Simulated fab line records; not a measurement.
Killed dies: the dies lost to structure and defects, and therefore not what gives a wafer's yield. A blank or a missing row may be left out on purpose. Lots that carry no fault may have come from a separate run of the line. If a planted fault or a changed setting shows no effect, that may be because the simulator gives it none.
Comparing a struck lot with a sound one / flow gf180mcu / 15 out of 602 route steps
Sound: wafers L927.1, L927.3, L927.6. Wafers struck: L946.3, L946.4, L946.5. The cause is given at the end.
At each step with rows: each side's tool, then ch and its chambers, then its first start. Under that, the readings that differ: sound wafers / struck wafers / difference of the means / sigmas: that difference in standard deviations of wafers without a fault.
alike: words and numbers the same on both sides, and readings whose means are apart by under 2 such deviations; not compared: readings that were withheld, readings missing a value for some wafer, numbers with overlapping values and no deviation given by the record, and bounds like >300 which may hide the same value.
A row with sigmas, a row that says differs or no value, or rows on one side alone: a step with any of these is where the two part. Numbers that don't overlap but have no deviation are shown without sigmas and don't part them. A reading that every wafer of one side lacks parts them only if that side has two wafers or more.

first, 1 step without rows for these wafers: GF_POLY_GATE_CVD_00 (deposits poly-Si, target thk 200 nm, time 1200 s).
GF_POLY_GATE_THK_MEAS_01:
  sound: film_metro-04 at day 9 08:14; struck: film_metro-03 at day 14 06:07
  alike: POLY_GATE_CVD_00_THK
then, 8 steps without rows for these wafers: GF_POLY_GATE_DEHYDRATE_02 (time 60 s); GF_POLY_GATE_HMDS_03 (prime time 60 s); GF_POLY_GATE_COAT_04; GF_POLY_GATE_COAT_05 (resist thk 700 nm); GF_POLY_GATE_SOFTBAKE_06 (time 60 s); GF_POLY_GATE_EXPOSE_07 (exposes mask Poly2, target cd 280 nm); GF_POLY_GATE_PEB_08 (peb time 90 s); GF_POLY_GATE_DEVELOP_09 (develop time 60 s).
GF_POLY_GATE_CD_MEAS_10: the cd target is 280 nm.
  sound: cd_sem-01 at day 10 01:11; struck: cd_sem-01 at day 15 02:21
  alike: cd_nm
GF_POLY_GATE_OVL_MEAS_11:
  sound: overlay-02 at day 10 01:19; struck: overlay-01 at day 15 02:26
  alike: POLY_GATE_OVL
GF_POLY_GATE_ETCH_12: etches BARC in N2/H2.
  sound on rie_diel-03 ch 0,2, day 10 01:21; struck on rie_diel-01 ch 1,3, day 15 02:28
reading=rf_fwd_power_W (W); sound=494.9 493.8 493.4; struck=574.4 576.2 574.3; difference=+80.9; sigmas=+48
  alike: drypump_motor_current_A, oes_product_au, throttle_valve_pct
GF_POLY_GATE_ETCH_13: etches poly-Si in HBr/Cl2, stops on SiO2, target depth 198.5 nm, time 69.6 s.
  sound on rie_si-02 ch 1,2, day 10 01:24; struck on rie_si-02 ch 0,3, day 15 02:31
  alike: drypump_motor_current_A, oes_product_au, rf_fwd_power_W, throttle_valve_pct
  not compared: rf_hours_counter_h
-- record jumps: 19 days separate the struck wafers' starts on either side; left off in module POLY_GATE, taken up again in module PASSIVATION, whose first shown step is the route's number 602 --
GF_PASSIVATION_PROBE_99:
  only the struck wafers here have rows in the record (prober-02, day 34 10:19); the sound ones have none

== WHERE THEY PART ==
Last at GF_PASSIVATION_PROBE_99 as far as this record goes, first at GF_POLY_GATE_ETCH_12.

WHY: what the simulator had put in
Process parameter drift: rie_diel-01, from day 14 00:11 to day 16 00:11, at GF_POLY_GATE_ETCH_12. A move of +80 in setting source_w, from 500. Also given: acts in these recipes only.
